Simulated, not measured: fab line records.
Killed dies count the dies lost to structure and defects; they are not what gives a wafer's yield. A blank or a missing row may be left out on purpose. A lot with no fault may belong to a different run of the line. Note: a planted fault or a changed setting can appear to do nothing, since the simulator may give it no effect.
Comparing a struck lot with a sound one	flow sky130	17 steps out of a route of 708
Sound: wafers L215.1, L215.5, L215.6. Wafers struck: L218.1, L218.5, L218.6. Last of all comes the cause.
Per side, at each step with rows, come the tool, then ch with its chambers, and then its first start. Under that, the readings that differ: sound wafers	struck wafers	difference of the means	sigmas: that difference in standard deviations of wafers without a fault.
alike: words and numbers the same on both sides, and readings whose means are apart by under 2 such deviations; not compared: readings that were withheld, readings missing a value for some wafer, numbers with overlapping values and no deviation given by the record, and bounds like >300 which may hide the same value.
A row with sigmas, a row that says differs or no value, or rows on one side alone: a step with any of these is where the two part. Numbers that don't overlap but have no deviation are shown without sigmas and don't part them. A reading that every wafer of one side lacks parts them only if that side has two wafers or more.

first, 5 steps without rows for these wafers: SKY_SD_N_COAT_02 (resist thk 1140 nm); SKY_SD_N_SOFTBAKE_03 (time 60 s); SKY_SD_N_EXPOSE_04 (exposes mask NSDM, target cd 380 nm); SKY_SD_N_PEB_05; SKY_SD_N_DEVELOP_06 (develop time 60 s).
SKY_SD_N_CD_MEAS_07: the cd target is 380 nm.
  sound: cdSem-02 at day 30 03:23; struck: cdSem-02 at day 31 01:04
  alike: cdNm
SKY_SD_N_OVL_MEAS_08:
  sound: overlay-02 at day 30 03:30; struck: overlay-02 at day 31 01:11
  alike: SD_N_OVL
then, 2 steps without rows for these wafers: SKY_SD_N_IMPLANT_09; SKY_SD_N_IMPLANT_10.
SKY_SD_N_STRIP_11: strips in O2/N2.
  sound on plasmaAsher-03 ch 0,1, day 30 03:50; struck on plasmaAsher-02 ch 0,1, day 31 01:31
  alike: drypumpMotorCurrentA, o2FlowSccm, oesProductAu, stripTimeToEndpointS
  not compared: rfHoursCounterH
SKY_SD_N_TW_MEAS_12:
  sound: filmMetro-02 at day 30 03:56; struck: filmMetro-01 at day 31 01:37
  alike: SD_N_TW
then, 1 step without rows for these wafers: SKY_SD_N_CLEAN_13 (cleans in SC1/SC2, time 150 s).
SKY_SD_N_RTA_14: time 2 s.
  sound on rtpAnneal-01 ch 0, day 30 04:03; struck on rtpAnneal-02 ch 0, day 31 01:44
reading	sound	struck	difference	sigmas
wafer_temp_C_max	1077.0 1079.2 1080.8	1084.1 1085.1 1084.0	+5.4	+4
  alike: chamberO2Ppm, lampPowerPct
SKY_SD_N_RS_MEAS_16: uses a four-point probe to measure.
  sound: filmMetro-04 at day 30 04:14; struck: filmMetro-04 at day 31 02:16
reading	sound	struck	difference	sigmas
SD_N_RS (ohm/sq)	68.57 68.63 68.46	67.32 67.56 67.46	-1.11	-11
  not compared: hold
SKY_SD_N_RS_MEAS_17: uses a four-point probe to measure.
  sound: filmMetro-04 at day 30 04:21; struck: filmMetro-04 at day 31 10:36
reading	sound	struck	difference	sigmas
SD_P_RS (ohm/sq)	147.0 146.9 147.0	141.7 141.8 141.8	-5.2	-17
  not compared: hold
SKY_SD_N_RS_MEAS_18: uses a four-point probe to measure.
  sound: filmMetro-04 at day 30 04:28; struck: filmMetro-04 at day 31 13:03
reading	sound	struck	difference	sigmas
hold	- - -	awaitDispo/2.3h/release awaitDispo/2.3h/release awaitDispo/2.3h/release	no value on the sound wafers	
  alike: RES_XHIGH_RS
-- here the record skips 17 days between the struck wafers' starts before and after, leaving off in module SD_N and picking up in module PAD_OPEN (first step shown: number 708 of the route) --
SKY_PAD_OPEN_PROBE_99:
  sound: prober-02 at day 47 09:50; struck: prober-01 at day 48 05:03
reading	sound	struck	difference	sigmas
model.etest.resPdiff.lineOhmUm	1377 1386 1355	1311 1312 1298	-66	
model.etest.resHighPo.lineOhmUm	734.1 768.5 755.5	722.5 693.5 707.7	-44.8	
model.etest.liconHighPo.rcOhm	352.8 375 353.5	331.3 342.4 335.5	-24.0	
model.etest.resPdiffHv.rsOhmSq	193.9 195.6 193.4	183.6 184.3 182.8	-10.7	
model.etest.resPdiff.rsOhmSq	199.3 200 198.4	191.6 189.6 188.6	-9.3	
  alike: killed_at_M0_to_M3, killed_at_M4_up, killedAtContacts, killedAtFrontEnd, killedAtOther, killedDies, killedOnRim, killedOpen, killedShort
  not compared: model.etest.resXhighPo.lineOhmUm, model.etest.resXhighPo.rsOhmSq, model.etest.resHighPo.rsOhmSq

WHERE THEY PART
At SKY_SD_N_RTA_14 first; at SKY_SD_N_RS_MEAS_18 last (within this record only). Later steps at which nothing parts them and some readings are alike: SKY_PAD_OPEN_PROBE_99.

WHY: what the simulator had put in
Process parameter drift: rtpAnneal-02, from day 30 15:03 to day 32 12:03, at SKY_SD_N_RTA_14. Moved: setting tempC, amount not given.
